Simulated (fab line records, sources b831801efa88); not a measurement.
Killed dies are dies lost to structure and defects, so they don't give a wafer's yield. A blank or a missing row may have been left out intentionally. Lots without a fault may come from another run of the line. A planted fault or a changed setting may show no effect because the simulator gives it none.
Chamber matching -- flow gf180mcu -- GF_STI_ETCH_14 on rie_si-02: 4 sister chambers
The step etches Si in HBr/Cl2/O2, target depth 360 nm, time 102.9 s. 16 wafers are shown with their chamber, then 8 later ones without.

WAFERS WITH THEIR CHAMBER
wafer,chamber,drypump_motor_current_A (A),oes_product_au (a.u.),throttle_valve_pct (%)
L178.2,2,6.0,1.003,25.654
L178.3,1,5.9,1.005,25.661
L178.4,0,5.1,1.005,25.648
L184.1,3,5.6,1.010,25.654
L184.2,1,6.0,1.005,25.647
L184.3,0,5.1,1.003,25.663
L185.1,2,6.0,0.985,25.669
L185.3,0,5.1,0.991,25.661
L185.4,1,6.0,0.998,25.660
L186.2,3,5.6,0.993,25.654
L186.3,1,5.9,1.005,25.654
L186.6,1,5.9,0.995,25.654
L189.3,2,6.0,0.997,25.660
L189.5,1,5.9,1.002,25.655
L189.6,0,5.1,1.000,25.642
L195.1,2,6.0,1.000,25.647

SIGNATURES (averages over the wafers above)
reading,chamber 0,chamber 1,chamber 2,chamber 3,scatter within a chamber
drypump_motor_current_A,5.100,5.933,6.000,5.600,0.0333
oes_product_au,0.99975,1.00167,0.99625,1.00150,0.00669
throttle_valve_pct,25.65350,25.65517,25.65750,25.65400,0.00762
Rule: a wafer's distance from a chamber is the root of the sum, over the readings, of the square of ((its reading less the chamber's mean) divided by the reading's scatter). The wafer belongs to the nearest chamber; if the next one is less than 2 further off, it can't be placed. The scatter: the root of (the sum of the squares of (reading less its chamber's mean) over the shown wafers, divided by (wafers less chambers)).

WAFERS WITH NO CHAMBER GIVEN
wafer,drypump_motor_current_A (A),oes_product_au (a.u.),throttle_valve_pct (%)
L195.2,5.6,1.001,25.661
L195.3,6.0,1.005,25.662
L196.1,6.0,0.989,25.663
L196.3,5.1,0.998,25.682
L196.4,5.6,0.994,25.664
L201.1,5.1,0.994,25.651
L201.3,6.0,0.998,25.660
L201.4,5.6,1.007,25.669

WHICH CHAMBER EACH WENT THROUGH
wafer,from the rows above,in truth
L195.2,3,3
L195.3,can't be placed: 2 or 1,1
L196.1,can't be placed: 2 or 1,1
L196.3,0,0
L196.4,3,3
L201.1,0,0
L201.3,can't be placed: 2 or 1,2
L201.4,3,3
Correctly placed: 5 of 8. Unplaceable from these rows: 3, with the true chamber sitting among the candidates in 3. Placed wrongly: 0.
